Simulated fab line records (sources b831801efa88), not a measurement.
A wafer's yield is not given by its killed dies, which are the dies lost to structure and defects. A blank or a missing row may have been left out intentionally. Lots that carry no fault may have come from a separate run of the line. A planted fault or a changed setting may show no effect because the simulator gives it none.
Chamber matching    flow gf180mcu    4 sister chambers for GF_V5_CMP_26 on cmp-02
The step polishes, stops on SiO2, t overpolish 15 s, target thk 0 nm. 7 wafers are shown with their chamber, then 6 later ones without.

== WAFERS, EACH WITH ITS CHAMBER ==
wafer   chamber  motor_current_A (A)  time_to_endpoint_s (s)
L141.2  2        11.9                 82
L141.5  1        10.7                 81
L148.1  3        9.5                  87
L148.6  0        10.9                 82
L152.1  0        11.1                 76
L152.2  3        9.3                  84
L152.3  1        10.9                 79

== WAFERS WHOSE CHAMBER IS MISSING ==
wafer   motor_current_A (A)  time_to_endpoint_s (s)
L153.2  12.3                 82
L153.3  10.6                 82
L153.6  11.9                 84
L156.1  10.7                 86
L156.3  9.9                  89
L156.5  11.8                 87

== CHAMBER TAKEN BY EACH ==
wafer   from the rows above      in truth
L153.2  2                        2
L153.3  can't be placed: 1 or 0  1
L153.6  2                        2
L156.1  can't be placed: 1 or 0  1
L156.3  3                        3
L156.5  2                        2
Placed correctly: 4 of 6. Cannot be placed on the basis of these rows: 2; the candidates contain the true chamber in 2. 0 placed wrongly.
How it was worked out, from the rows above alone: a wafer's distance from a chamber is the root of the sum, over the readings, of the square of ((its reading less the chamber's mean) divided by the reading's scatter). If the next closest chamber is less than 2 further off than the closest, the wafer can't be placed; otherwise it belongs to the closest. A chamber's mean is the mean of its shown wafers. How the scatter is found: for the shown wafers, subtract from each reading the mean of its chamber, square and add these, divide the total by (wafers less chambers), then take the root.
